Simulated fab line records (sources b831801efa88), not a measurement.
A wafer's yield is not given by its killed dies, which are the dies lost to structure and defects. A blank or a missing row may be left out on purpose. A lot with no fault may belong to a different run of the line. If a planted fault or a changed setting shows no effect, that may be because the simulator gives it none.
Comparing a struck lot with a sound one / flow sky130 / 16 steps out of a route of 708
Sound: the wafers L219.3, L219.4, L219.6. The struck wafers were L223.1, L223.5, L223.6. The cause is given at the end.
Order at every step that has rows: each side's tool, ch and its chambers, its first start. Under that, the readings that differ: sound wafers / struck wafers / difference of the means / sigmas: that difference in standard deviations of wafers without a fault.
alike: a reading whose means differ by less than 2 such deviations, as well as words and numbers matching on both sides. not compared: withheld readings; readings where some wafer has no value; bounds like >300 that might hide an equal value; numbers whose values overlap and for which the record gives no deviation.
Wherever a step has rows on one side only, a row that says differs or no value, or a row with sigmas, the two part there. Numbers that have no deviation but don't overlap get no sigmas and don't part them. A reading missing from all wafers of one side parts the sides only when that side holds two or more wafers.

first, 1 step without rows for these wafers: SKY_VT_ADJUST_NCORE_DEVELOP_06 (develop time 60 s).
SKY_VT_ADJUST_NCORE_CD_MEAS_07: the cd target is 380 nm.
  sound on cd sem-02 at day 13 17:49; struck on cd sem-02 at day 14 02:29
  alike: cd nm
SKY_VT_ADJUST_NCORE_OVL_MEAS_08:
  sound on overlay-01 at day 13 17:55; struck on overlay-01 at day 14 02:36
  alike: VT_ADJUST_NCORE_OVL
then, 1 step without rows for these wafers: SKY_VT_ADJUST_NCORE_IMPLANT_09.
SKY_VT_ADJUST_NCORE_STRIP_10: strips in O2/N2.
  sound on plasma asher-01 ch 0,1, day 13 18:12; struck on plasma asher-03 ch 0,1, day 14 02:47
  alike: drypump motor current A, oes product au, strip time to endpoint s
  not compared: rf hours counter h
SKY_VT_ADJUST_NCORE_TW_MEAS_11:
  sound on film metro-04 at day 13 18:17; struck on film metro-03 at day 14 02:53
  alike: VT_ADJUST_NCORE_TW
then, 6 steps without rows for these wafers: SKY_VT_ADJUST_HVTR_DEHYDRATE_00 (time 60 s); SKY_VT_ADJUST_HVTR_HMDS_01 (prime time 60 s); SKY_VT_ADJUST_HVTR_COAT_02 (resist thk 1140 nm); SKY_VT_ADJUST_HVTR_SOFTBAKE_03 (time 60 s); SKY_VT_ADJUST_HVTR_EXPOSE_04 (exposes mask HVTRM, target cd 380 nm); SKY_VT_ADJUST_HVTR_PEB_05.
SKY_VT_ADJUST_HVTR_DEVELOP_06: develop time 60 s.
  sound on litho track-03 ch 0, day 14 20:13; struck on litho track-03 ch 0, day 15 05:22
  alike: developer temp C
SKY_VT_ADJUST_HVTR_CD_MEAS_07: the cd target is 380 nm.
  sound on cd sem-01 at day 14 20:21; struck on cd sem-01 at day 15 05:33
reading=cd nm (nm); sound=380.5 377.7 379.0; struck=351.3 348.6 349.4; difference=-29.3; sigmas=-13
SKY_VT_ADJUST_HVTR_OVL_MEAS_08:
  sound on overlay-02 at day 14 20:26; struck on overlay-02 at day 15 05:40
  alike: VT_ADJUST_HVTR_OVL
-- a jump in the record: the struck wafers' starts before and after are 36 days apart (it breaks off in module VT_ADJUST_HVTR and resumes in module PAD_OPEN, where the first step shown is number 708 of the route) --
SKY_PAD_OPEN_PROBE_99:
  sound on prober-02 at day 50 10:56; struck on prober-01 at day 50 18:34
  alike: killed_at_M0_to_M3, killed_at_M4_up, killed at contacts, killed at front end, killed at other, killed dies, killed on rim, killed open, killed short

== WHERE THEY PART ==
Only at SKY_VT_ADJUST_HVTR_CD_MEAS_07, within this record. Later steps at which nothing parts them and some readings are alike: SKY_VT_ADJUST_HVTR_OVL_MEAS_08, SKY_PAD_OPEN_PROBE_99.

WHY: what had been put in by the simulator
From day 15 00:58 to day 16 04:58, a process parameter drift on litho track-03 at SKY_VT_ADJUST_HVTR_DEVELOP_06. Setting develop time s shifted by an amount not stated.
